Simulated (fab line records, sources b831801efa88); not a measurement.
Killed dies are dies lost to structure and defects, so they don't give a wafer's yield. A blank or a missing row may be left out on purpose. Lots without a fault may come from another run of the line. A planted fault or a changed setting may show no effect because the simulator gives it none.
A struck lot beside a sound one | flow sky130 | 15 steps out of a route of 708
Sound: wafers L867.1, L867.2, L867.6. Struck: wafers L857.1, L857.2, L857.3. The cause comes at the end.
At each step with rows: each side's tool, then ch and its chambers, then its first start. Under that, the readings that differ: sound wafers | struck wafers | difference of the means | sigmas: that difference in standard deviations of wafers without a fault.
alike: readings whose means differ by less than 2 such deviations, and words and numbers that are the same on both sides. not compared: withheld readings, readings that some wafer has no value for, bounds like >300 that may hide the same value, and numbers for which the record gives no deviation and whose values overlap.
The two part at a step that has a row with sigmas, a row that says differs or no value, or rows on one side only. Numbers that don't overlap but have no deviation are shown without sigmas and don't part them. A reading that every wafer of one side lacks parts them only if that side has two wafers or more.

SKY_VIA1_BOW_MEAS_03:
  sound on film_metro-03, day 40 03:09; struck on film_metro-04, day 36 21:40
  alike: VIA1_BOW
then, 8 steps without rows for these wafers: SKY_VIA1_DEHYDRATE_04 (time 60 s); SKY_VIA1_HMDS_05 (prime time 60 s); SKY_VIA1_COAT_06 (resist thk 60 nm); SKY_VIA1_COAT_07 (resist thk 450 nm); SKY_VIA1_SOFTBAKE_08 (time 90 s); SKY_VIA1_EXPOSE_09 (exposes mask VIM, target cd 150 nm); SKY_VIA1_PEB_10; SKY_VIA1_DEVELOP_11 (develop time 60 s).
SKY_VIA1_CD_MEAS_12: target cd 150 nm.
  sound on cd_sem-02, day 41 03:30; struck on cd_sem-01, day 37 23:14
  alike: cd_nm
SKY_VIA1_OVL_MEAS_13:
  sound on overlay-01, day 41 03:37; struck on overlay-01, day 37 23:22
  alike: VIA1_OVL
SKY_VIA1_ETCH_14: etches BARC in N2/H2, stops on SiO2, time 45.08 s, target depth 60 nm.
  sound on rie_diel-01 ch 0,1,2, day 41 03:40; struck on rie_diel-03 ch 1,2,3, day 37 23:24
  alike: bias_w, chamber_pressure_mTorr, drypump_motor_current_A, oes_product_au, throttle_valve_pct
  not compared: rf_hours_counter_h
SKY_VIA1_ETCH_15: etches SiO2 in C4F8/O2/Ar, stops on TiN, target depth 351 nm, time 54 s.
  sound on rie_diel-01 ch 0,1,2, day 41 03:42; struck on rie_diel-03 ch 1,2,3, day 37 23:26
  no value came back on the struck wafers for bias_w (W), chamber_pressure_mTorr (mTorr), oes_product_au (a.u.); on the sound wafers bias_w (W) reads 1200 1203 1202
  reading                                     | sound             | struck        | difference | sigmas
  model.KrF-thick_of_VIA1_COAT_07.thk_nm (nm) | 324.1 323.7 322.9 | 394 394 393.4 | +70        |
  not compared: rf_hours_counter_h
SKY_VIA1_STRIP_16: strips in O2/N2.
  sound on plasma_asher-01 ch 0,1, day 41 03:44; struck on plasma_asher-04 ch 0,1, day 37 23:29
  reading                      | sound             | struck            | difference | sigmas
  oes_product_au (a.u.)        | 0.415 0.417 0.418 | 0.443 0.449 0.453 | +0.032     | +7
  strip_time_to_endpoint_s (s) | 4.487 4.474 4.447 | 5.201 5.218 5.211 | +0.741     | +37
  alike: drypump_motor_current_A
  not compared: rf_hours_counter_h
then, 1 step without rows for these wafers: SKY_VIA1_STRIP_17 (strips in post etch residue remover, time 1200 s).

WHERE THEY PART
First at SKY_VIA1_ETCH_15; last, within this record, at SKY_VIA1_STRIP_16.

WHY: what the simulator had put in
Skipped step whole: rie_diel-03, from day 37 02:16 on, at SKY_VIA1_ETCH_15. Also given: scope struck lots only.
